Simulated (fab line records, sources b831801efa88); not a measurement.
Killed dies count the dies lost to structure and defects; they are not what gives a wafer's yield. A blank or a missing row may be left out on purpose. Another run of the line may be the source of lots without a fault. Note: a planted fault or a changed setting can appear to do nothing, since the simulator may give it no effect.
A lot that was struck, set against a sound lot -- flow sky130 -- 43 steps out of a route of 708
Sound: the wafers L855.3, L855.5, L855.6. Struck: wafer L873.6 (L873.2, L873.5, from the same lot, were not struck and are left out); the cause is given at the end.
At each step with rows: each side's tool, then ch and its chambers, then its first start. Under that, the readings that differ: sound wafers -- struck wafers -- difference of the means -- sigmas: that difference in standard deviations of wafers without a fault.
alike: words and numbers the same on both sides, and readings whose means are apart by under 2 such deviations; not compared: readings that were withheld, readings missing a value for some wafer, numbers with overlapping values and no deviation given by the record, and bounds like >300 which may hide the same value.
A row with sigmas, a row that says differs or no value, or rows on one side alone: a step with any of these is where the two part. Non-overlapping numbers with no deviation appear without sigmas and do not part them. A reading that every wafer of one side lacks parts them only if that side has two wafers or more.

first, 7 steps without rows for these wafers: SKY_METAL4_HMDS_06 (prime time 60 s); SKY_METAL4_COAT_07 (resist thk 60 nm); SKY_METAL4_COAT_08 (resist thk 1140 nm); SKY_METAL4_SOFTBAKE_09 (time 90 s); SKY_METAL4_EXPOSE_10 (exposes mask MM4, target cd 300 nm); SKY_METAL4_PEB_11; SKY_METAL4_DEVELOP_12 (develop time 60 s).
SKY_METAL4_CD_MEAS_13 targets a cd of 300 nm.
  sound: cdSem-02 at day 42 22:58; struck: cdSem-02 at day 46 23:44
reading,sound,struck,difference,sigmas
cdNm (nm),300.7 301.4 300.6,297.7,-3.2,-2
SKY_METAL4_OVL_MEAS_14:
  sound: overlay-02 at day 42 23:04; struck: overlay-02 at day 46 23:50
  alike: METAL4_OVL
SKY_METAL4_DESCUM_15: chemistry O2, time 8 s.
  sound on rieMetal-04 ch 0,1, day 42 23:06; struck on rieMetal-02 ch 0, day 46 23:52
  alike: drypumpMotorCurrentA, oesProductAu
  not compared: rfHoursCounterH
then, 2 steps without rows for these wafers: SKY_METAL4_ETCH_16 (etches BARC in N2/H2, stops on SiO2, time 88.2 s, target depth 60 nm); SKY_METAL4_ETCH_17 (etches SiO2 in C4F8/O2/Ar, stops on TiN, time 3.9 s, target depth 15 nm).
SKY_METAL4_METAL_ETCH_18: etches the open film in Cl2/BCl3, stops on SiO2, target depth 845 nm, time 183.1 s.
  sound on rieMetal-02 ch 0,1, day 42 23:18; struck on rieMetal-04 ch 0, day 47 00:01
reading,sound,struck,difference,sigmas
oesProductAu (a.u.),0.845 0.859 0.850,0.866,+0.015,+2
  alike: drypumpMotorCurrentA, throttleValvePct
  not compared: rfHoursCounterH
SKY_METAL4_STRIP_19: strips in O2/N2.
  sound on plasmaAsher-01 ch 0,1, day 42 23:27; struck on plasmaAsher-01 ch 0, day 47 00:12
  alike: drypumpMotorCurrentA, n2FlowSccm, oesProductAu, stripTimeToEndpointS
  not compared: rfHoursCounterH
then, 4 steps without rows for these wafers: SKY_METAL4_STRIP_20 (strips in post etch residue remover, time 1200 s); SKY_METAL4_CLEAN_21 (cleans in IPA, time 180 s); SKY_METAL4_CLEAN_22 (cleans in O3/DIW); SKY_VIA4_HDPCVD_00 (deposits SiO2, target thk 1750 nm, time 298 s).
SKY_VIA4_THK_MEAS_01:
  sound: filmMetro-02 at day 43 00:47; struck: filmMetro-02 at day 47 00:59
  alike: VIA4_HDPCVD_THK
then, 1 step without rows for these wafers: SKY_VIA4_CMP_02 (polishes SiO2).
SKY_VIA4_BOW_MEAS_03:
  sound: filmMetro-02 at day 43 01:10; struck: filmMetro-02 at day 47 01:25
  alike: VIA4_BOW
then, 7 steps without rows for these wafers: SKY_VIA4_DEHYDRATE_04 (time 60 s); SKY_VIA4_HMDS_05 (prime time 60 s); SKY_VIA4_COAT_06 (resist thk 1140 nm); SKY_VIA4_SOFTBAKE_07 (time 60 s); SKY_VIA4_EXPOSE_08 (exposes mask VIM4, target cd 800 nm); SKY_VIA4_PEB_09; SKY_VIA4_DEVELOP_10 (develop time 60 s).
SKY_VIA4_OVL_MEAS_11:
  sound: overlay-02 at day 44 00:03; struck: overlay-02 at day 47 21:14
  alike: VIA4_OVL
then, 1 step without rows for these wafers: SKY_VIA4_ETCH_12 (etches SiO2 in C4F8/O2/Ar, stops on TiN, target depth 580 nm).
SKY_VIA4_STRIP_13: strips in O2/N2.
  sound on plasmaAsher-04 ch 0,1, day 44 00:11; struck on plasmaAsher-03 ch 0, day 47 21:20
  alike: drypumpMotorCurrentA, n2FlowSccm, oesProductAu, stripTimeToEndpointS
  not compared: rfHoursCounterH
then, 3 steps without rows for these wafers: SKY_VIA4_STRIP_14 (strips in post etch residue remover, time 1200 s); SKY_VIA4_CLEAN_15 (cleans in IPA, time 180 s); SKY_VIA4_CLEAN_16 (cleans in O3/DIW).
SKY_VIA4_SPUTTER_17: material TiN, target thk 20 nm, time 80 s.
  sound: pvdSputter-02 at day 44 00:56; struck: pvdSputter-02 at day 47 21:57
  alike: throttleValvePct
then, 1 step without rows for these wafers: SKY_VIA4_CVD_18 (deposits W, target thk 505 nm, time 152.14 s).
SKY_VIA4_RS_MEAS_19: the measuring method here is four-point-probe.
  sound: filmMetro-02 at day 44 01:11; struck: filmMetro-02 at day 47 22:11
  alike: VIA4_W_RS
SKY_VIA4_THK_MEAS_20: measures by xrf.
  sound: filmMetro-02 at day 44 01:17; struck: filmMetro-02 at day 47 22:17
  alike: VIA4_W_THK
then, 1 step without rows for these wafers: SKY_VIA4_CMP_21 (polishes, stops on SiO2, t overpolish 25 s, target thk 0 nm).
SKY_METAL5_SPUTTER_00: material Ti, target thk 15 nm, time 10 s.
  sound: pvdSputter-03 at day 44 01:37; struck: pvdSputter-01 at day 47 22:38
  alike: throttleValvePct
then, 2 steps without rows for these wafers: SKY_METAL5_SPUTTER_01 (material TiN, target thk 20 nm, time 16.7 s); SKY_METAL5_SPUTTER_02 (material AlCu, target thk 1150 nm, time 61.2 s).
-- the record jumps here: 2 days lie between the struck wafers' starts before and after (it left off in module METAL5 and takes up again in module PAD_OPEN, whose first step shown is number 708 of the route) --
SKY_PAD_OPEN_PROBE_99:
  sound: prober-02 at day 46 20:55; struck: prober-01 at day 50 07:34
reading,sound,struck,difference,sigmas
killed_at_M4_up,2 2 3,20,+18,+11
killedAtContacts,17 28 24,34,+11,+2
sort_bin_3_pad_short (%),1.0 0.4 1.4,2.6,+1.7,+4
model.etest.tester.sortNPass,404 406 405,396,-9,
model.etest.tester.sortYieldPct (%),82.11 82.52 82.32,80.49,-1.83,
model.etest.tester.sort_bin_5_pct (%),10.37 10.37 10.57,11.38,+0.94,
model.etest.tester.sort_bin_3_pct (%),1.016 0.4065 1.423,2.642,+1.693,
  alike: defectLimitedYield, killed_at_M0_to_M3, killedAtFrontEnd, killedAtOther, killedDies, killedOpen, killedShort, sort_bin_5_function, sort_bin_6_memory, sortNPass, sortYieldPct

== WHERE THEY PART ==
First at SKY_METAL4_CD_MEAS_13; last, within this record, at SKY_PAD_OPEN_PROBE_99.

WHY: whatever the simulator had introduced
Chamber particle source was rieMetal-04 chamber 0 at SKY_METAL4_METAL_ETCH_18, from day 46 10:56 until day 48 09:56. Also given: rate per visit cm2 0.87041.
